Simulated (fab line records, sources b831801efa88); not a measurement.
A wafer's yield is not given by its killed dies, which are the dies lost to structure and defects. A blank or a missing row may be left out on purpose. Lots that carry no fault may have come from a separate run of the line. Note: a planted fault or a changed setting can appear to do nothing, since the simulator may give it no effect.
Struck lot and sound lot, side by side    flow sfq_line    20 out of 325 route steps
Sound: the wafers L539.1, L539.3, L539.6. Struck: wafers L548.2, L548.4, L548.6. At the end, the cause is stated.
Per side, at each step with rows, come the tool, then ch with its chambers, and then its first start. Under that, the readings that differ: sound wafers    struck wafers    difference of the means    sigmas: that difference in standard deviations of wafers without a fault.
alike: same words and numbers on both sides, and readings whose means sit less than 2 such deviations apart. not compared: any withheld reading, any reading some wafer has no value for, any bound like >300 that may hide the same value, and any number with overlapping values for which the record gives no deviation.
Wherever a step has rows on one side only, a row that says differs or no value, or a row with sigmas, the two part there. When numbers do not overlap yet have no deviation, they are printed without sigmas and do not part them. Lack of a reading on every wafer of one side parts them only where that side has two or more wafers.

first, 3 steps without rows for these wafers: SFQ_TRILAYER_C5_LITHO_EXPOSE_152 (exposes mask C5, target cd 500 nm); SFQ_TRILAYER_C5_LITHO_PEB_154 (peb time 60 s); SFQ_TRILAYER_C5_LITHO_DEVELOP_153 (time 60 s).
SFQ_C5_OVL_MEAS_937:
  sound on overlay-02 at day 71 17:42; struck on overlay-02 at day 74 01:59
  alike: C5_OVL
SFQ_TRILAYER_C5_BARC_OPEN_VIA_ETCH_210: etches BARC in O2, target depth 125 nm, time 41.7 s.
  sound on rie_diel-01 ch 1,2,3, day 71 17:44; struck on rie_diel-02 ch 0,1, day 74 02:01
reading                      sound        struck       difference  sigmas
drypump_motor_current_A (A)  5.9 6.1 6.1  5.0 5.7 5.1  -0.8        -2
  alike: oes_product_au
  not compared: rf_hours_counter_h
SFQ_TRILAYER_C5_ETCH_VIA_ETCH_154: etches SiO2 in CHF3, stops on Nb, target depth 84 nm.
  sound on rie_diel-01 ch 1,2,3, day 71 17:46; struck on rie_diel-02 ch 0,1, day 74 02:03
reading                      sound        struck       difference  sigmas
drypump_motor_current_A (A)  5.9 6.2 6.1  5.0 5.7 5.0  -0.8        -2
  alike: oes_product_au
SFQ_TRILAYER_C5_STRIP_STRIP_155: strips in O2.
  sound on rie_metal-03 ch 0,1, day 71 17:49; struck on rie_metal-03 ch 0,1, day 74 02:06
  alike: drypump_motor_current_A, oes_product_au
  not compared: rf_hours_counter_h
then, 2 steps without rows for these wafers: SFQ_TRILAYER_C5_STRIP_SOLV_CLEAN_156 (cleans in NMP, time 600 s); SFQ_TRILAYER_M6_DEP_PRE_CLEAN_158 (time 22.5 s).
SFQ_TRILAYER_M6_DEP_SPUTTER_157: material Nb, target thk 200 nm, time 133.3 s.
  sound on pvd_sputter-03 at day 71 18:38; struck on pvd_sputter-05 at day 74 02:54
reading                 sound           struck          difference  sigmas
throttle_valve_pct (%)  28.3 29.5 29.6  32.1 31.5 32.0  +2.7        +2
SFQ_M6_RS_MEAS_938: the measuring method here is four-point-probe.
  sound on film_metro-04 at day 71 18:43; struck on film_metro-03 at day 74 03:01
  alike: M6_NB_RS
SFQ_TRILAYER_M6_LITHO_COAT_164: resist thk 62 nm.
  sound on litho_track-04 ch 0, day 71 18:54; struck on litho_track-02 ch 0, day 74 03:13
reading                                               sound              struck             difference  sigmas
model.BARC_of_TRILAYER_M6_LITHO_COAT_164.thk_nm (nm)  62.01 61.82 61.87  61.07 61.11 60.96  -0.85       
then, 5 steps without rows for these wafers: SFQ_TRILAYER_M6_LITHO_COAT_159 (resist thk 600 nm); SFQ_TRILAYER_M6_LITHO_SOFTBAKE_163; SFQ_TRILAYER_M6_LITHO_EXPOSE_160 (exposes mask M6, target cd 500 nm); SFQ_TRILAYER_M6_LITHO_PEB_162 (peb time 60 s); SFQ_TRILAYER_M6_LITHO_DEVELOP_161 (time 60 s).
-- the record jumps here: 4 days lie between the struck wafers' starts before and after --
SFQ_M6_OVL_MEAS_940:
  sound on overlay-01 at day 71 21:09; struck on overlay-02 at day 78 09:37
  alike: M6_OVL
SFQ_TRILAYER_M6_BARC_OPEN_METAL_ETCH_206: etches BARC in O2, target depth 125 nm, time 41.7 s.
  sound on rie_metal-03 ch 0,1, day 71 21:11; struck on rie_metal-04 ch 0, day 78 09:38
reading                   sound              struck             difference  sigmas
model.etch.depth_nm (nm)  62.01 61.82 61.87  61.07 61.11 60.96  -0.85       
  alike: drypump_motor_current_A, oes_product_au
  not compared: rf_hours_counter_h
SFQ_TRILAYER_M6_ETCH_METAL_ETCH_162: etches Nb in Cl2/Ar, stops on SiO2, target depth 240 nm, time 120 s.
  sound on rie_metal-03 ch 0,1, day 71 21:14; struck on rie_metal-04 ch 0, day 78 09:42
  alike: drypump_motor_current_A, oes_product_au
  not compared: rf_hours_counter_h

## WHERE THEY PART
Last at SFQ_TRILAYER_M6_DEP_SPUTTER_157 as far as this record goes, first at SFQ_TRILAYER_C5_BARC_OPEN_VIA_ETCH_210. Later steps at which nothing parts them and some readings are alike: SFQ_M6_RS_MEAS_938, SFQ_M6_OVL_MEAS_940, SFQ_TRILAYER_M6_BARC_OPEN_METAL_ETCH_206, SFQ_TRILAYER_M6_ETCH_METAL_ETCH_162.

WHY: what the simulator had put in
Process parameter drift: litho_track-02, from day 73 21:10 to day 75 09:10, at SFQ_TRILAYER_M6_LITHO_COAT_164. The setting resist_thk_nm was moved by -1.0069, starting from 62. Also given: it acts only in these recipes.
